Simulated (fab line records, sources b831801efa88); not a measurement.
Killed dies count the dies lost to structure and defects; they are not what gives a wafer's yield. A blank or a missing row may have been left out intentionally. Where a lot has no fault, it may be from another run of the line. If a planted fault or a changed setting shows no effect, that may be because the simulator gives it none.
fab line records -- flow sky130
[record] lots = 12, wafers = 35, last_day = 50
route steps=708 shown VIA4@656 METAL5@661 PAD_OPEN@701
lots untouched by any fault: they come from a run of this same line in which no faults occurred
start_h: hours from the record's first day to the start of the lot's first wafer shown -- wait_h: hours elapsed since this lot's preceding step -- " same as the row above -- L1.1+2: a row that stands for several wafers -- - no value present, or no start provided -- * or withheld: withheld -- < > ~ a bound
route shown NAME@n: NAME is a module with steps in the file, n the number in the route of the first one -- usual: the fault-free wafers' mean and standard deviation -- same: alike in all rows -- chamber/n: place in a boat -- sites: readings site by site -- _std_site: how widely they spread, as a standard deviation -- _edge_site: inner sites' mean taken away from outer sites' mean -- radius_mm: for every site, how far away it sits from the centre of the wafer -- mask NAME#n: copy n -- behind: the tool/chamber that last shaped the wafer -- hold: reason for holding the lot/hours on hold/outcome of the hold -- device: whichever transistor did not switch (one of n, p or np) -- end of line: the route-end tests of the same wafers -- step lacking rows: just its recipe -- killed: not the wafer's yield, but the dies lost to structure and defects at the first sort -- map: shows each die of a wafer: x if killed, . if not, _ if none is there
set.NAME: setting as actually run; set.NAME@STEP: the setting as run at that earlier step -- model.NAME: the simulator's own value behind a step, which no gauge read
the route's steps for a sample of lots (tables are steps, rows are wafers)
services: from which hour (start_h, from the record's first day; less than 0 if before it) a tool's chamber was out of use, for how many hours, and why
[[steps]]
[step SKY_VIA4_SPUTTER_17]
[recipe] material = TiN, target_thk_nm = 20, chamber_pressure_pa = 5, power_w = 4000, time_s = 80
[usual] throttle_valve_pct = 29.6/0.72
lot.wafer,tool,chamber,start_h,wait_h,throttle_valve_pct
L951.1,pvd_sputter-02,-,1014.00,0.0,30.4
L951.3,pvd_sputter-02,-,1014.00,0.0,29.2
L951.6,pvd_sputter-02,-,1014.00,0.0,29.4
L952.1,pvd_sputter-02,-,1018.56,0.0,29.3
L952.3,pvd_sputter-02,-,1018.56,0.0,30.4
L952.4,pvd_sputter-02,-,1018.56,0.0,29.3
L953.2,pvd_sputter-03,-,1022.91,0.0,29.0
L953.5,pvd_sputter-03,-,1022.91,0.0,28.8
L953.6,pvd_sputter-03,-,1022.91,0.0,29.2
L955.1,pvd_sputter-03,-,1039.41,0.0,29.3
L955.2,pvd_sputter-03,-,1039.41,0.0,28.8
L955.4,pvd_sputter-03,-,1039.41,0.0,30.8
L957.2,pvd_sputter-02,-,1056.66,0.0,30.8
L957.3,pvd_sputter-02,-,1056.66,0.0,29.0
L957.6,pvd_sputter-02,-,1056.66,0.0,30.6
L958.2,pvd_sputter-02,-,1062.32,0.0,30.6
L958.5,pvd_sputter-02,-,1062.32,0.0,30.5
L958.6,pvd_sputter-02,-,1062.32,0.0,29.3
L960.1,pvd_sputter-02,-,1072.78,0.0,29.3
L960.3,pvd_sputter-02,-,1072.78,0.0,29.4
L960.5,pvd_sputter-02,-,1072.78,0.0,29.3
L962.1,pvd_sputter-02,-,1081.47,0.0,29.3
L962.2,pvd_sputter-02,-,1081.47,0.0,29.4
L962.6,pvd_sputter-02,-,1081.47,0.0,29.4
L966.4,pvd_sputter-02,-,1108.67,0.0,29.6
L966.5,pvd_sputter-02,-,1108.67,0.0,30.4
L968.1,pvd_sputter-03,-,1121.08,0.0,31.0
L968.4,pvd_sputter-03,-,1121.08,0.0,28.6
L968.6,pvd_sputter-03,-,1121.08,0.0,29.5
L969.1,pvd_sputter-02,-,1123.06,0.0,30.4
L969.3,pvd_sputter-02,-,1123.06,0.0,29.3
L969.6,pvd_sputter-02,-,1123.06,0.0,29.3
L972.1,pvd_sputter-03,-,1156.14,0.0,31.0
L972.2,pvd_sputter-03,-,1156.14,0.0,29.3
L972.6,pvd_sputter-03,-,1156.14,0.0,29.2
[step SKY_METAL5_SPUTTER_00]
[recipe] material = Ti, target_thk_nm = 15, power_w = 3000, time_s = 10, chamber_pressure_pa = 0.4
[usual] throttle_valve_pct = 29.6/0.95
lot.wafer,tool,chamber,start_h,wait_h,throttle_valve_pct
L951.1,pvd_sputter-04,-,1014.70,0.2,29.2
L951.3,pvd_sputter-04,-,1014.70,0.2,29.7
L951.6,pvd_sputter-04,-,1014.70,0.2,29.3
L952.1,pvd_sputter-04,-,1019.25,0.2,28.7
L952.3,pvd_sputter-04,-,1019.25,0.2,31.6
L952.4,pvd_sputter-04,-,1019.25,0.2,29.5
L953.2,pvd_sputter-04,-,1023.60,0.2,31.4
L953.5,pvd_sputter-04,-,1023.60,0.2,28.6
L953.6,pvd_sputter-04,-,1023.60,0.2,31.0
L955.1,pvd_sputter-04,-,1040.11,0.2,31.3
L955.2,pvd_sputter-04,-,1040.11,0.2,28.6
L955.4,pvd_sputter-04,-,1040.11,0.2,31.4
L957.2,pvd_sputter-02,-,1057.35,0.2,29.2
L957.3,pvd_sputter-02,-,1057.35,0.2,30.5
L957.6,pvd_sputter-02,-,1057.35,0.2,30.4
L958.2,pvd_sputter-04,-,1063.02,0.1,28.8
L958.5,pvd_sputter-04,-,1063.02,0.1,31.5
L958.6,pvd_sputter-04,-,1063.02,0.1,29.4
L960.1,pvd_sputter-02,-,1073.47,0.2,30.4
L960.3,pvd_sputter-02,-,1073.47,0.2,30.4
L960.5,pvd_sputter-02,-,1073.47,0.2,29.2
L962.1,pvd_sputter-02,-,1082.16,0.1,30.4
L962.2,pvd_sputter-02,-,1082.16,0.1,29.2
L962.6,pvd_sputter-02,-,1082.16,0.1,29.5
L966.4,pvd_sputter-04,-,1109.56,0.2,28.8
L966.5,pvd_sputter-04,-,1109.56,0.2,31.4
L968.1,pvd_sputter-01,-,1121.77,0.1,29.7
L968.4,pvd_sputter-01,-,1121.77,0.1,29.3
L968.6,pvd_sputter-01,-,1121.77,0.1,29.9
L969.1,pvd_sputter-02,-,1123.76,0.1,30.1
L969.3,pvd_sputter-02,-,1123.76,0.1,30.5
L969.6,pvd_sputter-02,-,1123.76,0.1,29.5
L972.1,pvd_sputter-04,-,1156.84,0.1,29.5
L972.2,pvd_sputter-04,-,1156.84,0.1,29.3
L972.6,pvd_sputter-04,-,1156.84,0.1,29.6
[step SKY_PAD_OPEN_ETCH_07]
[recipe] chemistry = CF4/O2, target_depth_nm = 725, stop_on = AlCu, source_w = 800, bias_w = 150, pressure_mtorr = 150, cf4_flow_sccm = 80, O2_flow_sccm = 10, time_s = 161.1
[usual] drypump_motor_current_A = 5.8/0.4, oes_product_au = 0.976/0.0084, throttle_valve_pct = 5.964/0.0096
lot.wafer,tool,chamber,start_h,wait_h,drypump_motor_current_A,oes_product_au,rf_hours_counter_h,throttle_valve_pct
L951.1,rie_diel-02,0,1080.68,-,6.0,0.969,25,5.976
L951.3,rie_diel-02,2,1080.68,-,5.6,0.968,21,5.962
L951.6,rie_diel-02,2,1080.68,-,5.6,0.956,-,5.970
L952.1,rie_diel-01,3,1086.40,-,4.7,0.974,24,5.959
L952.3,rie_diel-01,2,1086.40,-,6.2,0.976,20,5.956
L952.4,rie_diel-01,1,1086.40,-,6.0,0.988,14,5.960
L953.2,rie_diel-03,0,1089.73,-,6.2,0.964,3,5.953
L953.5,rie_diel-03,2,1089.73,-,5.9,0.973,-,5.954
L953.6,rie_diel-03,1,1089.73,-,6.0,0.973,-,5.966
L955.1,rie_diel-02,2,1104.31,-,5.6,0.975,22,5.964
L955.2,rie_diel-02,3,1104.31,-,6.0,0.966,14,5.952
L955.4,rie_diel-02,1,1104.31,-,5.7,0.979,27,5.965
L957.2,rie_diel-03,0,1120.08,-,6.2,0.968,4,5.953
L957.3,rie_diel-03,1,1120.08,-,6.0,0.965,8,5.960
L957.6,rie_diel-03,2,1120.08,-,5.9,0.970,-,5.936
L958.2,rie_diel-02,1,1124.21,-,5.7,0.975,28,5.953
L958.5,rie_diel-02,2,1124.21,-,5.6,0.982,-,5.967
L958.6,rie_diel-02,1,1124.21,-,5.7,0.981,-,5.968
L960.1,rie_diel-01,1,1135.33,-,6.0,0.964,16,5.948
L960.3,rie_diel-01,0,1135.33,-,5.5,0.984,18,5.975
L960.5,rie_diel-01,1,1135.33,-,6.0,0.980,-,5.980
L962.1,rie_diel-02,1,1142.86,-,5.7,0.971,29,5.953
L962.2,rie_diel-02,2,1142.86,-,5.6,0.964,23,5.963
L962.6,rie_diel-02,0,1142.86,-,6.0,0.986,-,5.958
L966.4,rie_diel-02,1,1166.08,-,5.7,0.988,30,5.945
L966.5,rie_diel-02,1,1166.08,-,5.7,0.993,-,5.972
L968.1,rie_diel-03,3,1178.41,-,5.4,0.980,1,5.951
L968.4,rie_diel-03,2,1178.41,-,5.9,0.985,11,5.965
L968.6,rie_diel-03,1,1178.41,-,6.0,0.976,-,5.978
L969.1,rie_diel-01,0,1179.11,-,5.5,0.981,20,5.957
L969.3,rie_diel-01,2,1179.11,-,6.2,0.973,23,5.977
L969.6,rie_diel-01,0,1179.11,-,5.5,0.989,-,5.971
L972.1,rie_diel-02,2,1202.78,-,5.6,0.969,25,5.959
L972.2,rie_diel-02,0,1202.78,-,6.0,0.973,29,5.967
L972.6,rie_diel-02,0,1202.78,-,6.0,0.977,-,5.967
[step SKY_PAD_OPEN_STRIP_08]
[recipe] chemistry = O2/N2, power_w = 1400, pressure_mtorr = 1500, platen_temp_c = withheld, overash_fraction = 0.7, o2_flow_sccm = 3000, n2_flow_sccm = 300
[usual] drypump_motor_current_A = 5.75/0.26, oes_product_au = 0.663/0.0046, strip_time_to_endpoint_s = 37.02/0.096
lot.wafer,tool,chamber,start_h,wait_h,drypump_motor_current_A,oes_product_au,rf_hours_counter_h,strip_time_to_endpoint_s
L951.1,plasma_asher-01,1,1080.79,0.1,5.27,0.663,98,37.06
L951.3,plasma_asher-01,1,1080.79,0.1,5.27,0.662,-,37.22
L951.6,plasma_asher-01,0,1080.79,0.1,5.77,0.664,-,37.11
L952.1,plasma_asher-03,0,1086.51,0.1,6.07,0.661,67,37.07
L952.3,plasma_asher-03,0,1086.51,0.1,6.04,0.670,-,36.98
L952.4,plasma_asher-03,1,1086.51,0.1,5.68,0.665,-,37.09
L953.2,plasma_asher-03,1,1089.84,0.1,5.70,0.658,67,36.94
L953.5,plasma_asher-03,0,1089.84,0.1,6.06,0.661,-,37.02
L953.6,plasma_asher-03,1,1089.84,0.1,5.70,0.668,-,37.01
L955.1,plasma_asher-01,1,1104.41,0.1,5.31,0.662,100,37.05
L955.2,plasma_asher-01,0,1104.41,0.1,5.76,0.662,100,37.06
L955.4,plasma_asher-01,0,1104.41,0.1,5.76,0.662,-,37.04
L957.2,plasma_asher-03,0,1120.19,0.1,6.06,0.654,71,36.91
L957.3,plasma_asher-03,0,1120.19,0.1,6.06,0.659,-,37.05
L957.6,plasma_asher-03,0,1120.19,0.1,6.04,0.658,-,36.99
L958.2,plasma_asher-03,0,1124.31,0.1,6.09,0.662,71,36.94
L958.5,plasma_asher-03,1,1124.31,0.1,5.71,0.657,-,36.91
L958.6,plasma_asher-03,0,1124.31,0.1,6.07,0.662,-,36.87
L960.1,plasma_asher-04,0,1135.44,0.1,5.53,0.662,35,37.13
L960.3,plasma_asher-04,0,1135.44,0.1,5.58,0.663,-,37.24
L960.5,plasma_asher-04,0,1135.44,0.1,5.53,0.662,-,37.17
L962.1,plasma_asher-01,0,1142.96,0.1,5.74,0.663,104,37.08
L962.2,plasma_asher-01,1,1142.96,0.1,5.29,0.673,104,37.10
L962.6,plasma_asher-01,1,1142.96,0.1,5.29,0.663,-,37.04
L966.4,plasma_asher-04,0,1166.22,0.1,5.47,0.657,-,36.93
L966.5,plasma_asher-04,0,1166.22,0.1,5.46,0.674,-,37.06
L968.1,plasma_asher-03,0,1178.51,0.1,6.06,0.654,76,36.86
L968.4,plasma_asher-03,0,1178.51,0.1,6.04,0.664,-,36.90
L968.6,plasma_asher-03,1,1178.51,0.1,5.71,0.663,-,36.98
L969.1,plasma_asher-01,0,1179.21,0.1,5.77,0.659,107,36.95
L969.3,plasma_asher-01,0,1179.21,0.1,5.79,0.670,-,37.06
L969.6,plasma_asher-01,1,1179.21,0.1,5.30,0.670,-,36.93
L972.1,plasma_asher-01,0,1202.89,0.1,5.78,0.667,109,36.78
L972.2,plasma_asher-01,1,1202.89,0.1,5.32,0.663,109,36.88
L972.6,plasma_asher-01,1,1202.89,0.1,5.30,0.663,-,36.91
[step SKY_PAD_OPEN_PROBE_99]
[usual] defect_limited_yield = 82.8/2.1, killed_at_M0_to_M3 = 42/6.6, killed_at_M4_up = 3.1/1.9, killed_at_contacts = 24/5.6, killed_at_front_end = 15/4.8, killed_at_other = 0.3/0.48, killed_dies = 84/10, killed_open = 47/6.8, killed_short = 37/6.8, sort_bin_3_pad_short = 0.9/0.48, sort_bin_5_function = 10.1/1.4, sort_bin_6_memory = 6.2/1.2, sort_bin_8_speed = 0.00/0.017, sort_n_pass = 408/10, sort_yield_pct = 82.8/2.1
[same] gross_dies = 492, killed_at_back_side = 0, sort_bin_4_leakage[%] = 0
lot.wafer,tool,chamber,start_h,wait_h,defect_limited_yield[%],killed_at_M0_to_M3,killed_at_M4_up,killed_at_contacts,killed_at_front_end,killed_at_other,killed_dies,killed_open,killed_short,sort_bin_3_pad_short[%],sort_bin_5_function[%],sort_bin_6_memory[%],sort_bin_8_speed[%],sort_n_pass,sort_yield_pct[%]
L951.1,prober-02,-,1083.00,0.1,83.3,37,5,27,11,2,82,46,36,0.8,8.9,6.9,0,410,83.3
L951.3,prober-02,-,1083.10,0.2,82.5,45,4,25,12,0,86,46,40,0.6,10.4,6.5,0,406,82.5
L951.6,prober-02,-,1083.25,0.2,81.7,48,3,21,18,0,90,52,38,1.0,11.4,5.9,0,402,81.7
L952.1,prober-01,-,1088.72,0.1,83.1,47,3,19,13,1,83,49,34,1.0,9.1,6.7,0,409,83.1
L952.3,prober-01,-,1088.82,0.2,81.1,42,2,28,21,0,93,50,43,0.6,10.6,7.7,0,399,81.1
L952.4,prober-01,-,1088.87,0.2,79.5,46,2,22,31,0,101,51,50,0.8,11.2,8.5,0,391,79.5
L953.2,prober-02,-,1092.10,0.1,85.0,41,3,20,9,1,74,46,28,0,10.4,4.7,0.20,417,84.8
L953.5,prober-02,-,1092.25,0.2,85.0,38,3,22,10,1,74,46,28,0.4,8.7,5.9,0,418,85.0
L953.6,prober-02,-,1092.30,0.2,84.3,35,3,31,7,1,77,44,33,1.6,7.9,6.1,0,415,84.3
L955.1,prober-02,-,1106.63,0.1,82.1,47,3,18,20,0,88,52,36,1.0,10.4,6.5,0,404,82.1
L955.2,prober-02,-,1106.68,0.1,86.4,25,3,28,11,0,67,47,20,0,8.3,5.3,0,425,86.4
L955.4,prober-02,-,1106.78,0.2,82.5,40,3,25,18,0,86,44,42,1.0,9.3,7.1,0,406,82.5
L957.2,prober-02,-,1122.48,0.1,82.5,40,4,27,15,0,86,49,37,1.0,10.8,5.7,0,406,82.5
L957.3,prober-02,-,1122.53,0.2,83.7,33,10,17,20,0,80,41,39,1.4,9.6,5.3,0,412,83.7
L957.6,prober-02,-,1122.68,0.2,85.0,47,3,20,4,0,74,38,36,1.8,8.1,5.1,0,418,85.0
L958.2,prober-01,-,1126.58,0.1,81.7,44,7,26,12,1,90,46,44,1.4,11.0,5.9,0,402,81.7
L958.5,prober-01,-,1126.73,0.2,85.0,29,4,31,10,0,74,43,31,1.4,7.7,5.9,0,418,85.0
L958.6,prober-01,-,1126.78,0.2,83.7,35,6,24,15,0,80,46,34,0.8,10.0,5.5,0,412,83.7
L960.1,prober-01,-,1137.80,0.1,83.3,49,3,20,10,0,82,52,30,0.2,8.1,8.3,0,410,83.3
L960.3,prober-01,-,1137.90,0.2,83.1,37,3,31,12,0,83,43,40,1.4,7.7,7.7,0,409,83.1
L960.5,prober-01,-,1138.00,0.2,85.2,31,8,19,15,0,73,44,29,0.4,10.0,4.5,0,419,85.2
L962.1,prober-01,-,1145.18,0.1,85.2,39,4,17,13,0,73,36,37,0.4,7.7,6.7,0,419,85.2
L962.2,prober-01,-,1145.23,0.1,82.7,42,1,22,20,0,85,50,35,1.0,10.0,6.3,0,407,82.7
L962.6,prober-01,-,1145.43,0.2,82.1,45,4,21,18,0,88,54,34,1.2,9.1,7.5,0,404,82.1
L966.4,prober-01,-,1168.64,0.2,83.3,49,3,18,12,0,82,44,38,1.8,8.9,5.9,0,410,83.3
L966.5,prober-01,-,1168.69,0.2,71.3,49,62,17,13,0,141,41,39,4.7,18.3,5.7,0,351,71.3
L968.1,prober-01,-,1180.73,0.1,80.9,43,3,29,19,0,94,58,36,1.0,12.4,5.7,0,398,80.9
L968.4,prober-01,-,1180.88,0.2,83.3,44,2,27,9,0,82,41,41,1.4,10.8,4.5,0,410,83.3
L968.6,prober-01,-,1180.98,0.2,82.9,47,1,21,15,0,84,51,33,1.0,9.6,6.5,0,408,82.9
L969.1,prober-02,-,1181.44,0.1,76.0,24,67,19,8,0,118,22,32,5.1,13.2,5.7,0,374,76.0
L969.3,prober-02,-,1181.54,0.2,84.1,31,3,29,14,1,78,45,33,0.8,10.6,4.5,0,414,84.1
L969.6,prober-02,-,1181.69,0.2,83.3,30,6,31,15,0,82,47,35,0.6,10.2,5.9,0,410,83.3
L972.1,prober-01,-,1205.10,0.1,78.7,54,4,25,21,1,105,47,58,1.0,13.0,7.3,0,387,78.7
L972.2,prober-01,-,1205.15,0.1,78.3,58,3,35,11,0,107,59,47,2.0,11.6,8.1,0,385,78.3
L972.6,prober-01,-,1205.35,0.2,83.3,39,5,23,15,0,82,48,34,0.2,10.4,6.1,0,410,83.3
// killed by level:class
L951.1 CONTACT:geometric_particle:open=13 VIA1:geometric_particle:open=7 VIA2:geometric_particle:open=6 LI_CONTACT:geometric_particle:open=5 LOCAL_INTERCONNECT:geometric_particle:short=5 METAL1:geometric_particle:short=5 VIA1:geometric_particle:short=5 VIA3:geometric_particle:open=5
L951.3 CONTACT:geometric_particle:open=9 VIA1:geometric_particle:open=9 LI_CONTACT:geometric_particle:open=6 VIA3:geometric_particle:open=6 VIA1:geometric_particle:short=5 METAL2:geometric_particle:short=5 VIA2:geometric_particle:open=5 METAL3:geometric_particle:short=5
L951.6 VIA1:geometric_particle:open=11 CONTACT:geometric_particle:open=9 VIA2:geometric_particle:open=8 FIELD_ISO:geometric_particle:short=6 METAL1:geometric_particle:short=6 FIELD_ISO:geometric_particle:open=5 LI_CONTACT:geometric_particle:open=5 LOCAL_INTERCONNECT:geometric_particle:short=4
L952.1 VIA1:geometric_particle:open=10 METAL1:geometric_particle:short=8 VIA3:geometric_particle:open=8 POLY_GATE:geometric_particle:open=6 CONTACT:geometric_particle:open=6 LI_CONTACT:geometric_particle:open=5 CONTACT:geometric_particle:short=5 METAL2:geometric_particle:short=5
L952.3 LI_CONTACT:geometric_particle:open=10 CONTACT:geometric_particle:open=10 VIA1:geometric_particle:open=8 POLY_GATE:geometric_particle:short=6 VIA1:geometric_particle:short=6 VIA2:geometric_particle:open=6 LOCAL_INTERCONNECT:geometric_particle:short=5 METAL1:geometric_particle:short=5
L952.4 CONTACT:geometric_particle:open=10 FIELD_ISO:geometric_particle:open=9 VIA1:geometric_particle:open=8 VIA2:geometric_particle:short=8 VIA1:geometric_particle:short=6 VIA3:geometric_particle:open=6 FIELD_ISO:geometric_particle:short=5 POLY_GATE:geometric_particle:short=5
L953.2 VIA3:geometric_particle:open=9 CONTACT:geometric_particle:open=8 VIA1:geometric_particle:open=7 LOCAL_INTERCONNECT:geometric_particle:short=6 VIA2:geometric_particle:open=6 METAL2:geometric_particle:short=5 POLY_GATE:geometric_particle:open=4 LI_CONTACT:geometric_particle:open=3
L953.5 CONTACT:geometric_particle:open=10 VIA3:geometric_particle:open=10 LI_CONTACT:geometric_particle:open=8 VIA1:geometric_particle:open=7 METAL1:geometric_particle:short=5 FIELD_ISO:geometric_particle:short=4 METAL2:geometric_particle:short=4 LI_CONTACT:geometric_particle:short=3
L953.6 LI_CONTACT:geometric_particle:open=16 VIA2:geometric_particle:open=8 CONTACT:geometric_particle:open=6 LOCAL_INTERCONNECT:geometric_particle:short=5 METAL1:geometric_particle:short=4 VIA1:geometric_particle:short=3 VIA1:geometric_particle:open=3 METAL2:geometric_particle:short=3
L955.1 VIA1:geometric_particle:open=15 POLY_GATE:geometric_particle:open=8 VIA2:geometric_particle:open=6 LI_CONTACT:geometric_particle:open=6 LOCAL_INTERCONNECT:geometric_particle:short=5 VIA1:geometric_particle:short=5 METAL2:geometric_particle:short=5 CONTACT:geometric_particle:open=4
L955.2 CONTACT:geometric_particle:open=11 LI_CONTACT:geometric_particle:open=9 VIA1:geometric_particle:open=8 METAL2:geometric_particle:short=5 VIA3:geometric_particle:open=3 POLY_GATE:geometric_particle:open=3 SPACER:geometric_particle:open=3 METAL2:geometric_particle:open=3
L955.4 CONTACT:geometric_particle:open=8 VIA1:geometric_particle:open=8 FIELD_ISO:geometric_particle:open=6 METAL2:geometric_particle:short=6 VIA2:geometric_particle:open=6 VIA3:geometric_particle:short=6 LOCAL_INTERCONNECT:geometric_particle:short=5 CONTACT:geometric_particle:short=5
L957.2 VIA1:geometric_particle:open=11 CONTACT:geometric_particle:short=8 VIA3:geometric_particle:open=8 LI_CONTACT:geometric_particle:open=6 CONTACT:geometric_particle:open=5 METAL2:geometric_particle:short=5 FIELD_ISO:geometric_particle:short=4 POLY_GATE:geometric_particle:open=4
L957.3 VIA1:geometric_particle:open=10 LI_CONTACT:geometric_particle:open=9 METAL4:geometric_particle:short=6 FIELD_ISO:geometric_particle:short=4 POLY_GATE:geometric_particle:short=4 POLY_GATE:geometric_particle:open=4 CONTACT:geometric_particle:open=4 VIA2:geometric_particle:open=4
L957.6 METAL1:geometric_particle:short=14 VIA1:geometric_particle:open=10 CONTACT:geometric_particle:open=9 VIA2:geometric_particle:open=8 LOCAL_INTERCONNECT:geometric_particle:short=4 VIA1:geometric_particle:short=4 METAL2:geometric_particle:short=4 VIA3:geometric_particle:open=4
L958.2 VIA1:geometric_particle:open=10 VIA2:geometric_particle:open=9 CONTACT:geometric_particle:open=7 VIA3:geometric_particle:open=7 LI_CONTACT:geometric_particle:open=6 LOCAL_INTERCONNECT:geometric_particle:short=6 CONTACT:geometric_particle:short=5 METAL1:geometric_particle:short=5
L958.5 CONTACT:geometric_particle:open=12 VIA1:geometric_particle:open=11 FIELD_ISO:geometric_particle:open=6 LI_CONTACT:geometric_particle:open=5 LOCAL_INTERCONNECT:geometric_particle:short=5 CONTACT:geometric_particle:short=5 VIA1:geometric_particle:short=5 METAL2:geometric_particle:short=4
L958.6 LI_CONTACT:geometric_particle:open=10 CONTACT:geometric_particle:open=9 VIA1:geometric_particle:open=7 POLY_GATE:geometric_particle:short=6 VIA2:geometric_particle:open=5 METAL4:geometric_particle:short=5 POLY_GATE:geometric_particle:open=4 METAL2:geometric_particle:open=4
L960.1 VIA1:geometric_particle:open=12 VIA3:geometric_particle:open=10 CONTACT:geometric_particle:open=9 METAL2:geometric_particle:short=8 LI_CONTACT:geometric_particle:open=5 CONTACT:geometric_particle:short=5 VIA2:geometric_particle:open=5 FIELD_ISO:geometric_particle:open=3
L960.3 CONTACT:geometric_particle:open=12 METAL1:geometric_particle:short=8 CONTACT:geometric_particle:short=8 VIA1:geometric_particle:open=7 LI_CONTACT:geometric_particle:open=5 VIA1:geometric_particle:short=4 VIA2:geometric_particle:open=4 VIA3:geometric_particle:open=4
L960.5 CONTACT:geometric_particle:open=8 VIA1:geometric_particle:open=8 LI_CONTACT:geometric_particle:open=7 METAL1:geometric_particle:short=6 VIA3:geometric_particle:open=6 FIELD_ISO:geometric_particle:short=5 METAL4:geometric_particle:short=5 FIELD_ISO:geometric_particle:open=4
L962.1 VIA1:geometric_particle:open=10 CONTACT:geometric_particle:open=6 VIA1:geometric_particle:short=6 FIELD_ISO:geometric_particle:short=5 METAL2:geometric_particle:short=5 VIA2:geometric_particle:open=5 VIA3:geometric_particle:open=5 LI_CONTACT:geometric_particle:open=4
L962.2 CONTACT:geometric_particle:open=9 VIA1:geometric_particle:open=9 VIA3:geometric_particle:open=7 LI_CONTACT:geometric_particle:open=6 METAL2:geometric_particle:short=6 FIELD_ISO:geometric_particle:open=5 POLY_GATE:geometric_particle:short=5 VIA1:geometric_particle:short=4
L962.6 VIA1:geometric_particle:open=17 FIELD_ISO:geometric_particle:open=7 VIA2:geometric_particle:open=6 CONTACT:geometric_particle:open=6 VIA3:geometric_particle:open=6 POLY_GATE:geometric_particle:short=5 LOCAL_INTERCONNECT:geometric_particle:short=5 CONTACT:geometric_particle:short=5
L966.4 CONTACT:geometric_particle:open=10 VIA1:geometric_particle:open=8 VIA1:geometric_particle:short=8 METAL1:geometric_particle:short=7 METAL2:geometric_particle:short=7 VIA2:geometric_particle:open=6 LI_CONTACT:geometric_particle:open=4 VIA2:geometric_particle:short=4
L966.5 VIA4:unspecified=61 VIA1:geometric_particle:open=10 METAL2:geometric_particle:short=8 VIA1:geometric_particle:short=8 VIA3:geometric_particle:open=8 CONTACT:geometric_particle:open=6 POLY_GATE:geometric_particle:open=5 METAL1:geometric_particle:short=4
L968.1 VIA1:geometric_particle:open=13 CONTACT:geometric_particle:open=10 VIA3:geometric_particle:open=7 FIELD_ISO:geometric_particle:open=5 LI_CONTACT:geometric_particle:short=5 LI_CONTACT:geometric_particle:open=5 LOCAL_INTERCONNECT:geometric_particle:short=5 VIA2:geometric_particle:open=5
L968.4 VIA3:geometric_particle:open=10 LOCAL_INTERCONNECT:geometric_particle:short=9 VIA1:geometric_particle:short=8 CONTACT:geometric_particle:open=7 VIA1:geometric_particle:open=7 VIA2:geometric_particle:open=6 CONTACT:geometric_particle:short=5 LI_CONTACT:geometric_particle:open=4
L968.6 VIA1:geometric_particle:open=13 LI_CONTACT:geometric_particle:open=11 VIA2:geometric_particle:open=10 METAL1:geometric_particle:short=6 FIELD_ISO:geometric_particle:short=5 LOCAL_INTERCONNECT:geometric_particle:short=4 VIA3:geometric_particle:open=4 POLY_CUT:geometric_particle:open=3
L969.1 VIA4:unspecified=64 METAL2:geometric_particle:short=7 VIA2:geometric_particle:short=6 CONTACT:geometric_particle:open=5 LI_CONTACT:geometric_particle:open=4 CONTACT:geometric_particle:short=4 LI_CONTACT:geometric_particle:short=3 LOCAL_INTERCONNECT:geometric_particle:short=3
L969.3 CONTACT:geometric_particle:open=10 LI_CONTACT:geometric_particle:open=8 LOCAL_INTERCONNECT:geometric_particle:short=8 VIA2:geometric_particle:open=7 VIA3:geometric_particle:open=6 METAL1:geometric_particle:short=6 FIELD_ISO:geometric_particle:open=4 VIA1:geometric_particle:open=4
L969.6 CONTACT:geometric_particle:open=17 METAL2:geometric_particle:short=7 POLY_GATE:geometric_particle:open=5 LI_CONTACT:geometric_particle:open=5 VIA1:geometric_particle:open=5 LOCAL_INTERCONNECT:geometric_particle:short=5 VIA2:geometric_particle:open=4 VIA3:geometric_particle:open=4
L972.1 VIA1:geometric_particle:open=13 METAL2:geometric_particle:short=9 CONTACT:geometric_particle:short=7 FIELD_ISO:geometric_particle:short=6 VIA3:geometric_particle:short=6 VIA1:geometric_particle:short=6 VIA3:geometric_particle:open=6 VIA2:geometric_particle:open=5
L972.2 VIA1:geometric_particle:open=15 CONTACT:geometric_particle:open=12 VIA3:geometric_particle:open=10 METAL2:geometric_particle:short=9 LI_CONTACT:geometric_particle:open=7 CONTACT:geometric_particle:short=7 VIA2:geometric_particle:open=7 LOCAL_INTERCONNECT:geometric_particle:short=5
L972.6 VIA1:geometric_particle:open=10 VIA3:geometric_particle:open=8 CONTACT:geometric_particle:open=7 LI_CONTACT:geometric_particle:open=6 POLY_GATE:geometric_particle:short=5 VIA1:geometric_particle:short=4 CONTACT:geometric_particle:short=4 VIA2:geometric_particle:short=4
[[services]]
tool,chamber,start_h,hours,kind
rie_diel-01,3,1003.96,5.2,repair
rie_diel-03,-,1011.34,2.8,pm
pvd_sputter-03,-,1016.58,0.5,repair
rie_diel-02,2,1019.04,7.8,repair
rie_diel-01,-,1023.78,0.5,repair
rie_diel-01,-,1027.65,2.8,pm
pvd_sputter-02,-,1031.99,18.2,repair
rie_diel-03,3,1042.91,7.6,repair
plasma_asher-04,-,1043.47,28.1,pm
plasma_asher-03,-,1045.49,0.9,repair
plasma_asher-01,-,1065.00,15.6,pm
rie_diel-03,2,1073.28,1.7,repair
rie_diel-03,3,1074.82,2.4,repair
plasma_asher-01,-,1085.02,3.1,repair
pvd_sputter-04,-,1099.04,6.1,repair
rie_diel-03,3,1115.40,23.0,repair
rie_diel-03,2,1121.10,2.8,repair
rie_diel-02,-,1138.18,2.8,pm
plasma_asher-03,-,1147.28,2.8,pm
rie_diel-01,1,1162.35,25.6,repair
pvd_sputter-02,-,1174.96,7.9,repair
pvd_sputter-04,-,1190.06,3.5,repair
pvd_sputter-02,-,1191.64,1.1,repair
pvd_sputter-02,-,1198.95,0.9,repair
[[key]]
[first_sign] step = SKY_PAD_OPEN_PROBE_99, reading = killed_at_M4_up, direction = up, sigmas = 32, usual = 3.1, struck = 64.5
[effect] step = SKY_PAD_OPEN_PROBE_99, reading = sort_bin_3_pad_short, direction = up, sigmas = 8.4, usual = 0.9, struck = 4.9
met_at SKY_VIA4_SPUTTER_17
struck_lots L966,L969
struck_wafers L966.5,L969.1
not_acting_at SKY_METAL5_SPUTTER_00,SKY_PAD_OPEN_ETCH_07,SKY_PAD_OPEN_STRIP_08
onset_between 1062.32 1108.67
[fault] kind = chamber_particle_source, tool = pvd_sputter-02, chamber = -, onset_h = 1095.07, steps = SKY_VIA4_SPUTTER_17, rate_per_visit_cm2 = 1.5879, end_h = 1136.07, scope = struck_wafers_only
